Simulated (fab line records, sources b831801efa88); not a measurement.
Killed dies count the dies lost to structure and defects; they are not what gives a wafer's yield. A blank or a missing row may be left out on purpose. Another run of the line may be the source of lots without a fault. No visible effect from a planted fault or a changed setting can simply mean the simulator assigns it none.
Split-lot study -- flow sky130 -- 5 lots, 23 wafers read, on a route of 708 steps

== SPLIT DETAILS ==
At SKY_METAL1_DEVELOP_14 (develop time 60 s), the setting dev-temp-c was moved away from the recipe's 21 C on 8 of the 23 wafers read, by -16.4% to +13.5%. All remaining wafers had this setting at the recipe value.

The file shows no step between the split and the reading.

== THE READING ==
cd-nm, in nm, at SKY_METAL1_CD_MEAS_15 (target cd 140 nm). Typical for fault-free wafers on this fab line: 139.5 nm, with standard deviation 1.1 nm.

wafer,"tool, chamber at the split","dev-temp-c as run, C",against the recipe,"cd-nm, nm",against lot-mates on the recipe
L077.2,"litho-track-03, 0",21,recipe,137.9,-
L077.3,"litho-track-03, 0",21,recipe,139.3,-
L077.5,"litho-track-03, 0",21,recipe,139.2,-
L080.1,"litho-track-02, 0",21,recipe,137.8,-
L080.2,"litho-track-02, 0",17.55,-16.4%,142.4,+3.8
L080.3,"litho-track-02, 0",21,recipe,139.3,-
L080.5,"litho-track-02, 0",17.55,-16.4%,142.2,+3.6
L080.6,"litho-track-02, 0",17.55,-16.4%,141.1,+2.5
L081.1,"litho-track-03, 0",23.84,+13.5%,136.6,-2.2
L081.2,"litho-track-03, 0",21,recipe,139.3,-
L081.3,"litho-track-03, 0",23.84,+13.5%,135.9,-2.9
L081.4,"litho-track-03, 0",21,recipe,138.7,-
L081.5,"litho-track-03, 0",21,recipe,138.4,-
L082.2,"litho-track-02, 0",21,recipe,137.7,-
L082.3,"litho-track-02, 0",19.76,-5.9%,139.8,+1.6
L082.4,"litho-track-02, 0",19.76,-5.9%,138.8,+0.6
L082.5,"litho-track-02, 0",21,recipe,138.8,-
L082.6,"litho-track-02, 0",19.76,-5.9%,138.8,+0.6
L084.1,"litho-track-03, 0",21,recipe,139.6,-
L084.2,"litho-track-03, 0",21,recipe,140.8,-
L084.4,"litho-track-03, 0",21,recipe,139.2,-
L084.5,"litho-track-03, 0",21,recipe,140.5,-
L084.6,"litho-track-03, 0",21,recipe,138.6,-

FIT RESULTS
A straight line over all 23 wafers: cd-nm changes by -0.176 nm for each +1% of dev-temp-c; r = -0.84; the points scatter about the line by 0.85 nm.
The same after taking each lot's own level away (the mean of its wafers on the recipe; 23 wafers): -0.195 nm for each +1%; r = -0.92; scatter 0.65 nm.
That fit puts the effect of the largest move of dev-temp-c on the reading at 3.2 nm.
From 138.25 to 139.74 nm: that is the span of the lots' own levels, equal to 1.4 times the standard deviation above.
Consequently the slope shifts little with the lot-to-lot level, the two slopes agreeing.
Check: +3.02 nm against its lot-mates is what the line predicts for one of the wafers moved furthest among these (-16.4%) when that wafer is left out of the fit. It came out at +3.85 nm against them.

== FURTHER SPLITS ON THESE WAFERS ==
Other splits were also applied to these wafers ahead of the reading. Each is held against what the fit with the lots' levels taken away leaves over:
other split on the same wafers,wafers away from the commonest value,r with cd-nm (lot level and that fit taken away)
SKY_CONTACT_ETCH_18 bias-w,8,+0.13
SKY_CONTACT_CVD_24 pressure-torr,15,-0.03
SKY_METAL1_COAT_09 resist-thk-nm,9,+0.51

== THE WHOLE CHAIN: every reading that the file lists as answering this split, in the file's order ==
step,what it does,reading,change (the file's fit),r (the file's)
SKY_METAL1_CD_MEAS_15,target cd 140 nm,cd-nm,-0.195 nm for each +1% of the setting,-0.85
SKY_METAL1_ETCH_18,"etches BARC in N2/H2, stops on SiO2, time 45.9 s, target depth 60 nm","METAL1.cd-nm (the simulator's own value, which no gauge read)",-0.205 nm for each +1% of the setting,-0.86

== THE FILE'S OWN FIT ==
cd-nm changes by -0.195 nm for each +1% of dev-temp-c, r = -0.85.
